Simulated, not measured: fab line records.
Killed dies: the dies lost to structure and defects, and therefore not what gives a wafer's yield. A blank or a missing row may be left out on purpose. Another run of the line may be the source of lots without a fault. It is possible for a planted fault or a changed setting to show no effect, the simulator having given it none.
Chamber matching -- flow sky130 -- SKY_CONTACT_CMP_04 on cmp-01 has 4 sister chambers
The step polishes SiO2. 4 wafers are shown with their chamber, then 8 later ones without.

WAFERS, EACH WITH ITS CHAMBER
wafer,chamber,motor_current_A (A)
L191.3,3,12.5
L192.4,2,11.2
L197.6,0,13.4
L202.5,1,12.7

WAFERS WITHOUT THEIR CHAMBER
wafer,motor_current_A (A)
L204.5,11.2
L204.6,11.7
L209.1,12.0
L209.4,12.5
L209.5,14.2
L208.2,11.7
L208.3,12.6
L208.4,12.7

WHICH CHAMBER EACH WENT THROUGH
wafer,from the rows above,in truth
L204.5,2,2
L204.6,can't be placed: 2 or 3 or 1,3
L209.1,can't be placed: 3 or 1 or 2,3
L209.4,can't be placed: 3 or 1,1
L209.5,can't be placed: 0 or 1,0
L208.2,can't be placed: 2 or 3 or 1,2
L208.3,can't be placed: 1 or 3 or 0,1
L208.4,can't be placed: 1 or 3 or 0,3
Placed correctly: 1 of 8. Can't be placed from these rows: 7 (the true chamber is among the candidates in 7). Number placed wrongly: 0.
How it was worked out, from the rows above alone: a wafer's distance from a chamber is the root of the sum, over the readings, of the square of ((its reading less the chamber's mean) divided by the reading's scatter). If the next closest chamber is less than 2 further off than the closest, the wafer can't be placed; otherwise it belongs to the closest. Each chamber's mean is taken over the wafers shown for it. The scatter: with one shown wafer a chamber, the root of the mean of the squares of how far each hidden wafer lies from its nearest shown one.
